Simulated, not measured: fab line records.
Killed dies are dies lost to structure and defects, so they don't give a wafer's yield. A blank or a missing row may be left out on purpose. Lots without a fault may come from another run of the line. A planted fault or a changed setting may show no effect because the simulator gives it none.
2 desks, one fault -- flow sky130 -- only its own numbers are on each desk; what lay behind them is given at the end

## FROM THE METROLOGY DESK
What the gauges read for every lot (on any tool): the sampled wafers with a number, averaged. A lot is out of limits, marked OUT, if its mean lies more than 4 standard deviations from the usual mean; the brackets give that distance. 7 of its 9 readings are shown, namely those furthest out on some lot.
Columns: A = NWELL_TW at SKY_NWELL_TW_MEAS_15, usual 1838; B = NWELL_2_TW at SKY_NWELL_TW_MEAS_26, usual 502; C = PWDE_RS at SKY_NWELL_RS_MEAS_31, usual 5276 ohm/sq; D = cd-nm at SKY_VT_ADJUST_HVTP_CD_MEAS_07, usual 380.9 nm; E = VT_ADJUST_HVTP_OVL at SKY_VT_ADJUST_HVTP_OVL_MEAS_08, usual 0.3 nm; F = VT_ADJUST_HVTP_TW at SKY_VT_ADJUST_HVTP_TW_MEAS_11, usual 1358; G = VT_ADJUST_LVTN_OVL at SKY_VT_ADJUST_LVTN_OVL_MEAS_07, usual 0.0 nm
lot,first seen here,A,B,C,D,E,F,G
L332,day 5 08:05,1823,499,5269,380.6,0.1,1371,0.5
L336,day 6 06:59,1830,498,5270,378.8,-2.4,1340,0.9
L337,day 6 13:39,1833,507,5293,381.9,-0.1,1386,2.0
L347,day 9 06:52,1863,508,5264,380.5,1.1,1380,-0.1
L349,day 9 13:36,1865,493,5250,383.9,-1.8,1387,-0.7
L350,day 10 02:26,1871,499,5287,384.0,-1.6,1372,-1.1
Result from this desk: across the 6 lots, nothing is out of limits.

## TOOL OWNER'S DESK, implanter-01
For each lot that ran on this tool, the mean over its sampled wafers that have a number, from the tool's own readings at SKY_NWELL_IMPLANT_24. A lot is out of limits, marked OUT, if its mean lies more than 4 standard deviations from the usual mean; the brackets give that distance.
Columns: A = end-station-pressure-torr at SKY_NWELL_IMPLANT_24, usual 5.03e-06 Torr
lot,first seen here,A
L336,day 7 00:29,4.96e-06
L349,day 10 12:23,4.79e-06
L350,day 11 02:05,5.03e-06
Result from this desk: across the 3 lots, nothing is out of limits.

## ALL TOGETHER
At the metrology desk, nothing out of limits was observed.
The tool owner's desk saw nothing out of limits.

## WHAT THE SIMULATOR PUT IN
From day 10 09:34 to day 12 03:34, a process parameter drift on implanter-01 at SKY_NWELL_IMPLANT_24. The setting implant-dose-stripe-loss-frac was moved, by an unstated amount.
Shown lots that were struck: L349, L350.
